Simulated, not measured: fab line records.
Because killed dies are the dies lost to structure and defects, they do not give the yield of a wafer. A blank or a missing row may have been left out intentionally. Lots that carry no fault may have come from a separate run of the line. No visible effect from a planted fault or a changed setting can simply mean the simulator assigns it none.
Check for tools in common -- flow gf180mcu -- 12 lots and 36 wafers in the sample

WHY THIS WAS OPENED
1 of 12 lots carry a flag on the reading VT_IMPLANT_3_TW at GF_VT_IMPLANT_TW_MEAS_32. Wafers without a fault read 268, standard deviation 3.9.
Rule: flag the lot when none of its wafers has a number, or when each of its wafers that has one lies beyond 4 standard deviations from that mean. The other lots count as sound.

lot,measured,on,"VT_IMPLANT_3_TW, wafer by wafer",flag
L168,day 6 20:35,film-metro-03,269 270 270,
L170,day 7 11:11,film-metro-01,271 273 271,
L171,day 7 19:29,film-metro-03,267 268 266,
L172,day 7 23:26,film-metro-04,264 262 264,
L173,day 8 05:33,film-metro-04,265 264 264,
L175,day 8 23:11,film-metro-04,263 264 264,
L178,day 9 16:29,film-metro-03,30 30 30,FLAGGED
L185,day 11 14:15,film-metro-03,268 269 268,
L187,day 12 09:22,film-metro-01,273 276 275,
L188,day 12 09:30,film-metro-04,266 267 267,
L190,day 12 21:41,film-metro-03,267 267 266,
L191,day 13 07:50,film-metro-03,269 269 269,
On average the flagged lots' numbers are 30, which is -238 against the usual, or -61 standard deviations.

LOT BY LOT: THE TOOL USED
Before the reading, the record contains 3 process steps out of a 602-step route. Every cell lists first the tool, next ch and the chambers used by the sampled wafers, and last the start.
lot,flag,GF_DNWELL_STRIP_08,GF_LVPWELL_STRIP_10,GF_VT_IMPLANT_EXPOSE_26
L168,,"plasma-asher-02 ch 0,1, day 2 17:10","plasma-asher-04 ch 0,1, day 3 19:50","iline-stepper-01 ch 0, day 6 13:16"
L170,,"plasma-asher-02 ch 0,1, day 3 04:43","plasma-asher-02 ch 0,1, day 4 07:34","iline-stepper-02 ch 0, day 7 03:01"
L171,,"plasma-asher-04 ch 0,1, day 3 10:50","plasma-asher-04 ch 0,1, day 4 14:53","iline-stepper-01 ch 0, day 7 11:14"
L172,,"plasma-asher-01 ch 0,1, day 3 15:56","plasma-asher-03 ch 0, day 4 19:55","iline-stepper-01 ch 0, day 7 15:11"
L173,,"plasma-asher-02 ch 0,1, day 3 20:27","plasma-asher-02 ch 0,1, day 5 00:25","iline-stepper-01 ch 0, day 7 21:04"
L175,,"plasma-asher-01 ch 0,1, day 4 09:44","plasma-asher-03 ch 0,1, day 5 14:57","iline-stepper-01 ch 0, day 8 14:34"
L178,FLAGGED,"plasma-asher-01 ch 0,1, day 4 23:23","plasma-asher-02 ch 0,1, day 6 05:57","iline-stepper-01 ch 0, day 9 07:23"
L185,,"plasma-asher-01 ch 0,1, day 6 12:10","plasma-asher-04 ch 0,1, day 7 20:12","iline-stepper-01 ch 0, day 11 04:18"
L187,,"plasma-asher-02 ch 0,1, day 7 03:08","plasma-asher-04 ch 0,1, day 8 12:49","iline-stepper-01 ch 0, day 11 23:20"
L188,,"plasma-asher-01 ch 0,1, day 7 04:50","plasma-asher-03 ch 0,1, day 8 13:07","iline-stepper-01 ch 0, day 11 23:47"
L190,,"plasma-asher-02 ch 0,1, day 7 14:41","plasma-asher-02 ch 0,1, day 9 00:06","iline-stepper-01 ch 0, day 12 11:37"
L191,,"plasma-asher-04 ch 0,1, day 7 21:17","plasma-asher-02 ch 0,1, day 9 07:22","iline-stepper-02 ch 0, day 12 21:28"
What the steps here do:
- GF_DNWELL_STRIP_08: strips in O2/N2.
- GF_LVPWELL_STRIP_10: strips in O2/N2.
- GF_VT_IMPLANT_EXPOSE_26: exposes mask LVPWELL HV AREA, target cd 860 nm.
- GF_VT_IMPLANT_TW_MEAS_32

FLAGGED AGAINST TOTAL, ONE TOOL AT A TIME (gauges that did the reading follow at the end)
step,tool,lots run,flagged,share of the flagged lots,sound lots run after its first flagged lot
GF_DNWELL_STRIP_08,plasma-asher-01,5,1,all,"2 (L185,L188)"
GF_DNWELL_STRIP_08,plasma-asher-02,5,0,none,-
GF_DNWELL_STRIP_08,plasma-asher-04,2,0,none,-
GF_LVPWELL_STRIP_10,plasma-asher-02,5,1,all,"2 (L190,L191)"
GF_LVPWELL_STRIP_10,plasma-asher-03,3,0,none,-
GF_LVPWELL_STRIP_10,plasma-asher-04,4,0,none,-
GF_VT_IMPLANT_EXPOSE_26,iline-stepper-01,10,1,all,"4 (L185,L187,L188,L190)"
GF_VT_IMPLANT_EXPOSE_26,iline-stepper-02,2,0,none,-
GF_VT_IMPLANT_TW_MEAS_32,film-metro-01,2,0,none,-
GF_VT_IMPLANT_TW_MEAS_32,film-metro-03,6,1,all,"3 (L185,L190,L191)"
GF_VT_IMPLANT_TW_MEAS_32,film-metro-04,4,0,none,-

THE TABLE: WHAT IT ALLOWS
4 rows of the table ran every flagged lot: plasma-asher-01 at GF_DNWELL_STRIP_08, plasma-asher-02 at GF_LVPWELL_STRIP_10, iline-stepper-01 at GF_VT_IMPLANT_EXPOSE_26, film-metro-03 at GF_VT_IMPLANT_TW_MEAS_32.
- plasma-asher-01 at GF_DNWELL_STRIP_08 ran 5 lots, 1 of them flagged. Sound lots followed the first flagged one (L185, L188) on it, something a lasting fault affecting the whole tool could not allow.
- plasma-asher-02 at GF_LVPWELL_STRIP_10 ran 5 lots, 1 of them flagged. Sound lots followed the first flagged one (L190, L191) on it, something a lasting fault affecting the whole tool could not allow.
- iline-stepper-01 at GF_VT_IMPLANT_EXPOSE_26 ran 10 lots, 1 of them flagged. Sound lots followed the first flagged one (L185, L187, L188, L190) on it, something a lasting fault affecting the whole tool could not allow.
- film-metro-03 at GF_VT_IMPLANT_TW_MEAS_32 ran 6 lots, 1 of them flagged. Sound lots followed the first flagged one (L185, L190, L191) on it, something a lasting fault affecting the whole tool could not allow.
There is no row in the table that ran each flagged lot and no sound lot after the first.

WHAT THE SIMULATOR PUT IN
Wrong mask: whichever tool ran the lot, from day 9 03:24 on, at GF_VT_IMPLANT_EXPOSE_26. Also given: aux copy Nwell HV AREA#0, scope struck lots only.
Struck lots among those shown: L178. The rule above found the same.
